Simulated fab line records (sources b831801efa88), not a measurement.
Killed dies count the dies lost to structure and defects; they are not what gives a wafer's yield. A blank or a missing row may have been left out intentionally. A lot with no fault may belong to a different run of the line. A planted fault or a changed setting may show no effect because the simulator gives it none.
Chamber matching	flow sfq_line	pecvd-03 running SFQ_TRILAYER_I1_DEP_PECVD_045: 3 sister chambers
The step deposits SiO2 from SiH4/N2O, time 111.11 s, target thk 500 nm. 3 wafers are shown with their chamber, then 7 later ones without.

## WAFERS WITH THEIR CHAMBER
wafer	chamber	heater_power_w (W)
L314.4	1	85
L315.4	2	61
L315.5	0	95

## WAFERS MISSING THEIR CHAMBER
wafer	heater_power_w (W)
L315.6	85
L317.1	77
L317.4	79
L317.6	112
L318.1	63
L318.5	113
L318.6	79

## WHICH CHAMBER EACH ONE RAN IN
wafer	from the rows above	in truth
L315.6	can't be placed: 1 or 0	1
L317.1	can't be placed: 1 or 2 or 0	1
L317.4	can't be placed: 1 or 0 or 2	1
L317.6	can't be placed: 0 or 1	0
L318.1	can't be placed: 2 or 1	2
L318.5	can't be placed: 0 or 1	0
L318.6	can't be placed: 1 or 0 or 2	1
0 of 7 placed correctly. Can't be placed from these rows: 7 (the true chamber is among the candidates in 7). Number placed wrongly: 0.
How it was worked out, from the rows above alone: a wafer's distance from a chamber is the root of the sum, over the readings, of the square of ((its reading less the chamber's mean) divided by the reading's scatter). The wafer belongs to the nearest chamber; if the next one is less than 2 further off, it can't be placed. The mean given for a chamber averages the wafers shown for that chamber. The scatter: root of mean squared gap, hidden wafer to nearest shown wafer, with one shown wafer a chamber.
